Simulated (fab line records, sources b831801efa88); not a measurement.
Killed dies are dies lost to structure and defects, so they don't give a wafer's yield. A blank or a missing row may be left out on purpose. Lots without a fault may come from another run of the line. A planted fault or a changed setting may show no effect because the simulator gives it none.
Which tool did it? | flow sky130 | 6 lots, 18 wafers sampled, at 2 steps of a route of 708

WHAT THE GAUGES READ, wafer by wafer
SKY_VIA2_OVL_MEAS_13.
lot  | measured     | on         | VIA2_OVL (nm)
L979 | day 36 21:11 | overlay-02 | -3 1 -2
L982 | day 37 11:58 | overlay-02 | 4 6 3
L986 | day 39 01:54 | overlay-02 | 3 8 3
L990 | day 39 22:25 | overlay-01 | 0 9 6
L996 | day 41 19:11 | overlay-01 | 5 -7 0
L999 | day 42 17:01 | overlay-02 | 4 4 -3

WHICH TOOL RAN EACH LOT (tool, then ch and the chambers of the sampled wafers, then the start)
lot  | SKY_METAL2_SPUTTER_04
L979 | pvd_sputter-02, day 34 14:34
L982 | pvd_sputter-01, day 35 04:47
L986 | pvd_sputter-02, day 36 21:14
L990 | pvd_sputter-03, day 37 18:37
L996 | pvd_sputter-02, day 39 16:05
L999 | pvd_sputter-02, day 40 15:32
- SKY_METAL2_SPUTTER_04: material TiN, target thk 70 nm, time 58.3 s.

THE ANSWER, worked out from the rows above alone
Rule: what is usual is taken from the lots themselves. Put in order of their means at a reading, lots are off if they are a third of the lots or fewer, leave a main group of 4 or more, and stand apart from it by a gap of 3 or more times the standard deviation of the main group's means; of several such gaps the widest counts. A main group whose means are all the same, to the digits that the tables above print for the reading, isn't used. A lot without any number at a reading at which 4 lots or more have one is off too. The other lots that the step has rows for count as sound.
No lot is off at any reading shown: from this, nothing can be told.

WHAT THE SIMULATOR HAD PUT IN
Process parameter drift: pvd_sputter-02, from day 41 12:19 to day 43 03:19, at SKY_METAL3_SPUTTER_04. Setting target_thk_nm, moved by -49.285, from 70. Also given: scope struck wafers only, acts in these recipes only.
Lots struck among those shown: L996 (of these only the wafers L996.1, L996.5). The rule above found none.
